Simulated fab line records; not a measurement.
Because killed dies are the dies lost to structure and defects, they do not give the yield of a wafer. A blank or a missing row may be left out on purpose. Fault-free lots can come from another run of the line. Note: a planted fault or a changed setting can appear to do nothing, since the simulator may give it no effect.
Which of the tools did it? / flow sky130 / 12 lots, 36 wafers sampled, at 4 steps of a route of 708

== WHAT EACH GAUGE READ, for each wafer ==
SKY_FIELD_ISO_BOW_MEAS_00.
lot=L210; measured=day 1 10:01; on=film-metro-01; INCOMING_BOW (um)=-10 -3 -2
lot=L211; measured=day 1 15:00; on=film-metro-01; INCOMING_BOW (um)=0 1 -1
lot=L214; measured=day 2 06:02; on=film-metro-01; INCOMING_BOW (um)=7 5 3
lot=L215; measured=day 2 11:00; on=film-metro-01; INCOMING_BOW (um)=-1 -7 -7
lot=L220; measured=day 3 12:01; on=film-metro-04; INCOMING_BOW (um)=4 -13 -12
lot=L221; measured=day 3 17:02; on=film-metro-04; INCOMING_BOW (um)=2 5 -8
lot=L223; measured=day 4 03:01; on=film-metro-04; INCOMING_BOW (um)=8 11 13
lot=L225; measured=day 4 13:02; on=film-metro-01; INCOMING_BOW (um)=4 4 0
lot=L227; measured=day 4 23:04; on=film-metro-01; INCOMING_BOW (um)=14 7 -5
lot=L229; measured=day 5 09:00; on=film-metro-01; INCOMING_BOW (um)=-3 -1 -10
lot=L231; measured=day 5 19:01; on=film-metro-03; INCOMING_BOW (um)=9 3 7
lot=L233; measured=day 6 05:01; on=film-metro-03; INCOMING_BOW (um)=-12 -3 1

SKY_DNWELL_TW_MEAS_09.
lot=L210; measured=day 3 00:44; on=film-metro-04; DNWELL_TW=1108 1112 1112
lot=L211; measured=day 3 11:55; on=film-metro-02; DNWELL_TW=1101 1104 1098
lot=L214; measured=day 3 23:47; on=film-metro-04; DNWELL_TW=1116 1112 1109
lot=L215; measured=day 4 08:17; on=film-metro-03; DNWELL_TW=1122 1116 1108
lot=L220; measured=day 5 09:21; on=film-metro-02; DNWELL_TW=1102 1110 1103
lot=L221; measured=day 5 14:26; on=film-metro-02; DNWELL_TW=1106 1099 1108
lot=L223; measured=day 6 00:06; on=film-metro-02; DNWELL_TW=1111 1121 1113
lot=L225; measured=day 6 15:01; on=film-metro-02; DNWELL_TW=1105 1106 1106
lot=L227; measured=day 7 05:24; on=film-metro-03; DNWELL_TW=1107 1107 1108
lot=L229; measured=day 7 11:00; on=film-metro-02; DNWELL_TW=1103 1098 1097
lot=L231; measured=day 8 00:05; on=film-metro-02; DNWELL_TW=1109 1112 1108
lot=L233; measured=day 8 10:07; on=film-metro-04; DNWELL_TW=1128 1121 1116

SKY_PWDE_TW_MEAS_10.
lot=L210; measured=day 3 17:25; on=film-metro-03; PWDE_TW=373.8 372.5 370.4
lot=L211; measured=day 4 04:13; on=film-metro-03; PWDE_TW=371.9 370.6 371.5
lot=L214; measured=day 4 16:46; on=film-metro-03; PWDE_TW=373.9 373.7 372.6
lot=L215; measured=day 5 01:09; on=film-metro-03; PWDE_TW=375.2 376.1 376.1
lot=L220; measured=day 6 03:14; on=film-metro-02; PWDE_TW=372.5 374.3 374.3
lot=L221; measured=day 6 08:53; on=film-metro-04; PWDE_TW=376.0 378.8 377.0
lot=L223; measured=day 6 18:53; on=film-metro-04; PWDE_TW=376.6 376.6 377.4
lot=L225; measured=day 7 10:49; on=film-metro-04; PWDE_TW=379.0 379.7 378.5
lot=L227; measured=day 8 02:14; on=film-metro-04; PWDE_TW=375.2 375.9 377.3
lot=L229; measured=day 8 08:13; on=film-metro-04; PWDE_TW=378.2 379.3 378.5
lot=L231; measured=day 8 20:58; on=film-metro-02; PWDE_TW=375.8 374.3 372.9
lot=L233; measured=day 9 07:04; on=film-metro-02; PWDE_TW=371.1 371.7 373.3

== TOOL THAT RAN EACH LOT (tool first, then ch and the chambers of the sampled wafers, then the start) ==
lot=L210; SKY_FIELD_ISO_ETCH_17=rie-si-02 ch 1,2,3, day 2 03:59
lot=L211; SKY_FIELD_ISO_ETCH_17=rie-si-02 ch 0,1,2, day 2 09:59
lot=L214; SKY_FIELD_ISO_ETCH_17=rie-si-02 ch 1,2, day 3 01:13
lot=L215; SKY_FIELD_ISO_ETCH_17=rie-si-02 ch 1,2, day 3 07:26
lot=L220; SKY_FIELD_ISO_ETCH_17=rie-si-01 ch 0,1,3, day 4 09:43
lot=L221; SKY_FIELD_ISO_ETCH_17=rie-si-01 ch 0,1,3, day 4 13:29
lot=L223; SKY_FIELD_ISO_ETCH_17=rie-si-02 ch 0,1,2, day 4 23:32
lot=L225; SKY_FIELD_ISO_ETCH_17=rie-si-02 ch 0,1,2, day 5 10:32
lot=L227; SKY_FIELD_ISO_ETCH_17=rie-si-02 ch 2,3, day 6 00:34
lot=L229; SKY_FIELD_ISO_ETCH_17=rie-si-02 ch 0,1,3, day 6 09:17
lot=L231; SKY_FIELD_ISO_ETCH_17=rie-si-02 ch 0,3, day 6 20:19
lot=L233; SKY_FIELD_ISO_ETCH_17=rie-si-02 ch 2,3, day 7 07:29
- SKY_FIELD_ISO_ETCH_17: etches Si in HBr/Cl2/O2, target depth 342 nm, time 97.7 s.

== AS READ BY THE TOOLS THEMSELVES (means over the sampled wafers that have a number; for cases with no such wafer, the mark the record gives instead) ==
SKY_FIELD_ISO_ETCH_17.
lot=L210; tool=rie-si-02; drypump-motor-current-A (A)=5.8; mfc-cl2-sccm (sccm)=39.98; oes-product-au (a.u.)=1.000; rf-fwd-power-W (W)=596.5; throttle-valve-pct (%)=25.659
lot=L211; tool=rie-si-02; drypump-motor-current-A (A)=5.7; mfc-cl2-sccm (sccm)=39.92; oes-product-au (a.u.)=0.995; rf-fwd-power-W (W)=599.0; throttle-valve-pct (%)=25.653
lot=L214; tool=rie-si-02; drypump-motor-current-A (A)=5.9; mfc-cl2-sccm (sccm)=39.94; oes-product-au (a.u.)=0.993; rf-fwd-power-W (W)=597.6; throttle-valve-pct (%)=25.666
lot=L215; tool=rie-si-02; drypump-motor-current-A (A)=5.9; mfc-cl2-sccm (sccm)=39.93; oes-product-au (a.u.)=0.993; rf-fwd-power-W (W)=598.1; throttle-valve-pct (%)=25.657
lot=L220; tool=rie-si-01; drypump-motor-current-A (A)=6.1; mfc-cl2-sccm (sccm)=40.02; oes-product-au (a.u.)=1.025; rf-fwd-power-W (W)=627.8; throttle-valve-pct (%)=25.647
lot=L221; tool=rie-si-01; drypump-motor-current-A (A)=6.1; mfc-cl2-sccm (sccm)=40.07; oes-product-au (a.u.)=1.028; rf-fwd-power-W (W)=626.8; throttle-valve-pct (%)=25.650
lot=L223; tool=rie-si-02; drypump-motor-current-A (A)=5.7; mfc-cl2-sccm (sccm)=40.06; oes-product-au (a.u.)=0.996; rf-fwd-power-W (W)=596.1; throttle-valve-pct (%)=25.654
lot=L225; tool=rie-si-02; drypump-motor-current-A (A)=5.7; mfc-cl2-sccm (sccm)=40.05; oes-product-au (a.u.)=0.996; rf-fwd-power-W (W)=598.4; throttle-valve-pct (%)=25.665
lot=L227; tool=rie-si-02; drypump-motor-current-A (A)=5.8; mfc-cl2-sccm (sccm)=39.94; oes-product-au (a.u.)=1.000; rf-fwd-power-W (W)=598.2; throttle-valve-pct (%)=25.647
lot=L229; tool=rie-si-02; drypump-motor-current-A (A)=5.6; mfc-cl2-sccm (sccm)=40.04; oes-product-au (a.u.)=1.001; rf-fwd-power-W (W)=596.4; throttle-valve-pct (%)=25.669
lot=L231; tool=rie-si-02; drypump-motor-current-A (A)=5.5; mfc-cl2-sccm (sccm)=40.18; oes-product-au (a.u.)=0.994; rf-fwd-power-W (W)=597.1; throttle-valve-pct (%)=25.664
lot=L233; tool=rie-si-02; drypump-motor-current-A (A)=5.8; mfc-cl2-sccm (sccm)=39.82; oes-product-au (a.u.)=1.009; rf-fwd-power-W (W)=597.7; throttle-valve-pct (%)=25.648

== THE ANSWER, worked out from the rows above alone ==
Rule: the lots themselves supply what counts as usual. Put in order of their means at a reading, lots are off if they are a third of the lots or fewer, leave a main group of 4 or more, and stand apart from it by a gap of 3 or more times the standard deviation of the main group's means; of several such gaps the widest counts. A main group is skipped when, at the precision printed for the reading in the tables above, its means are all equal. A lot without any number at a reading at which 4 lots or more have one is off too. Where the step has rows for the other lots, those lots are counted as sound. After the gauges, taken in route order, come the tools' own readings; for these a lot's mean is taken, as printed above. The first step at which some lot is off is used, and at that step the reading that is off furthest; a lot without a number counts as furthest.
Off: L220, L221 (SKY_FIELD_ISO_ETCH_17, rf-fwd-power-W). Mean 597.5 W and standard deviation 0.91 in the main group.
If a tool, at that step or one of the process steps before it, ran each lot that is off and ran no sound lot following the first of them, it fits. One fits: rie-si-01 at SKY_FIELD_ISO_ETCH_17. It ran no sound lot before its first lot that is off in this sample, so the start can't be narrowed down.
The tool's own readings at SKY_FIELD_ISO_ETCH_17 bear it out: on the lots that are off they differ by more than 5 times the standard deviation of the sound lots' means. oes-product-au reads 1.026 a.u. there against 0.998 a.u. on the sound lots; rf-fwd-power-W reads 627.3 W there against 597.5 W on the sound lots.

== WHAT WAS PUT IN BY THE SIMULATOR ==
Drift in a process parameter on rie-si-01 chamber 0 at SKY_FIELD_ISO_ETCH_17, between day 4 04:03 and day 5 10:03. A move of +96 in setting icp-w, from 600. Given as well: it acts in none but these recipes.
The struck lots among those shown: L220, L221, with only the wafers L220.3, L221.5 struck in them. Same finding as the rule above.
